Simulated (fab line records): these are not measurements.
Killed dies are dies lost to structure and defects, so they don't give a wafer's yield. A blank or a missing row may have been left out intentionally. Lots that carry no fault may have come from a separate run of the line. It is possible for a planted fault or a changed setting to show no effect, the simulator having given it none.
Tool commonality check / flow gf180mcu / 13 lots, 39 wafers sampled

== REASON IT WAS OPENED ==
At GF_HV_LDD_TW_MEAS_11 the reading HV_LDD_TW is flagged on 2 of 13 lots. Wafers without a fault read 2419, standard deviation 12.
Rule: a lot gets a flag if all its wafers with a number sit over 4 standard deviations from that mean, or if no wafer of it has a number. All remaining lots are regarded as sound.

lot=L644; measured=day 10 17:40; on=film_metro-01; HV_LDD_TW, wafer by wafer=2401 2413 2412; flag=
lot=L646; measured=day 11 05:36; on=film_metro-04; HV_LDD_TW, wafer by wafer=2417 2436 2422; flag=
lot=L645; measured=day 11 06:52; on=film_metro-01; HV_LDD_TW, wafer by wafer=2424 2416 2410; flag=
lot=L647; measured=day 11 13:14; on=film_metro-01; HV_LDD_TW, wafer by wafer=2426 2420 2417; flag=
lot=L648; measured=day 11 18:57; on=film_metro-01; HV_LDD_TW, wafer by wafer=2423 2431 2420; flag=
lot=L649; measured=day 12 06:44; on=film_metro-04; HV_LDD_TW, wafer by wafer=2402 2420 2404; flag=
lot=L651; measured=day 12 19:01; on=film_metro-03; HV_LDD_TW, wafer by wafer=2438 2438 2438; flag=
lot=L652; measured=day 13 02:04; on=film_metro-04; HV_LDD_TW, wafer by wafer=2406 2412 2391; flag=
lot=L654; measured=day 13 19:01; on=film_metro-01; HV_LDD_TW, wafer by wafer=2411 2408 2408; flag=
lot=L656; measured=day 14 08:55; on=film_metro-04; HV_LDD_TW, wafer by wafer=2185 2168 2182; flag=FLAGGED
lot=L658; measured=day 15 00:56; on=film_metro-03; HV_LDD_TW, wafer by wafer=2181 2195 2207; flag=FLAGGED
lot=L660; measured=day 15 16:15; on=film_metro-04; HV_LDD_TW, wafer by wafer=2400 2403 2397; flag=
lot=L664; measured=day 16 18:50; on=film_metro-03; HV_LDD_TW, wafer by wafer=2411 2424 2415; flag=
The mean of the flagged lots' numbers is 2186, -233 from the usual (-19 standard deviations).

== WHICH TOOL EACH LOT WENT THROUGH ==
The record keeps 1 process step preceding the reading, out of 602 steps on the route. In each cell: the tool, then ch and the chambers that the sampled wafers went through, then the start.
lot=L644; flag=; GF_HV_LDD_IMPLANT_09=implanter-02 ch 0, day 10 17:25
lot=L646; flag=; GF_HV_LDD_IMPLANT_09=implanter-03 ch 0, day 11 05:22
lot=L645; flag=; GF_HV_LDD_IMPLANT_09=implanter-03 ch 0, day 11 06:40
lot=L647; flag=; GF_HV_LDD_IMPLANT_09=implanter-03 ch 0, day 11 13:01
lot=L648; flag=; GF_HV_LDD_IMPLANT_09=implanter-04 ch 0, day 11 18:43
lot=L649; flag=; GF_HV_LDD_IMPLANT_09=implanter-02 ch 0, day 12 06:29
lot=L651; flag=; GF_HV_LDD_IMPLANT_09=implanter-04 ch 0, day 12 18:46
lot=L652; flag=; GF_HV_LDD_IMPLANT_09=implanter-04 ch 0, day 13 01:49
lot=L654; flag=; GF_HV_LDD_IMPLANT_09=implanter-03 ch 0, day 13 18:47
lot=L656; flag=FLAGGED; GF_HV_LDD_IMPLANT_09=implanter-02 ch 0, day 14 08:40
lot=L658; flag=FLAGGED; GF_HV_LDD_IMPLANT_09=implanter-02 ch 0, day 15 00:41
lot=L660; flag=; GF_HV_LDD_IMPLANT_09=implanter-04 ch 0, day 15 16:02
lot=L664; flag=; GF_HV_LDD_IMPLANT_09=implanter-03 ch 0, day 16 18:35
What these steps do:
- GF_HV_LDD_IMPLANT_09
- GF_HV_LDD_TW_MEAS_11

== FLAGGED AGAINST TOTAL, ONE TOOL AT A TIME (gauges that did the reading follow at the end) ==
step=GF_HV_LDD_IMPLANT_09; tool=implanter-02; lots run=4; flagged=2; share of the flagged lots=all; sound lots run after its first flagged lot=0
step=GF_HV_LDD_IMPLANT_09; tool=implanter-03; lots run=5; flagged=0; share of the flagged lots=none; sound lots run after its first flagged lot=-
step=GF_HV_LDD_IMPLANT_09; tool=implanter-04; lots run=4; flagged=0; share of the flagged lots=none; sound lots run after its first flagged lot=-
step=GF_HV_LDD_TW_MEAS_11; tool=film_metro-01; lots run=5; flagged=0; share of the flagged lots=none; sound lots run after its first flagged lot=-
step=GF_HV_LDD_TW_MEAS_11; tool=film_metro-03; lots run=3; flagged=1; share of the flagged lots=some; sound lots run after its first flagged lot=1 (L664)
step=GF_HV_LDD_TW_MEAS_11; tool=film_metro-04; lots run=5; flagged=1; share of the flagged lots=some; sound lots run after its first flagged lot=1 (L660)

== WHAT THE TABLE PERMITS ==
1 row of the table ran every flagged lot: implanter-02 at GF_HV_LDD_IMPLANT_09.
- implanter-02 at GF_HV_LDD_IMPLANT_09 ran 4 lots, 2 of them flagged. Its last sound lot is L649 (day 12 06:29), its first flagged lot L656 (day 14 08:40): a fault that began between those two fits. Its own readings lie more than 4 standard deviations out on every wafer of the flagged lots: dose_ions_cm2, faraday_current_uA.
Left over: one tool, implanter-02 at GF_HV_LDD_IMPLANT_09.

== WHAT HAD BEEN PUT IN BY THE SIMULATOR ==
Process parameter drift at GF_HV_LDD_IMPLANT_09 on implanter-02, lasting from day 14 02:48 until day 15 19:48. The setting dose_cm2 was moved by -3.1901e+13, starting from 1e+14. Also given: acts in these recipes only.
Shown lots that were struck: L656, L658. Same finding as the rule above.
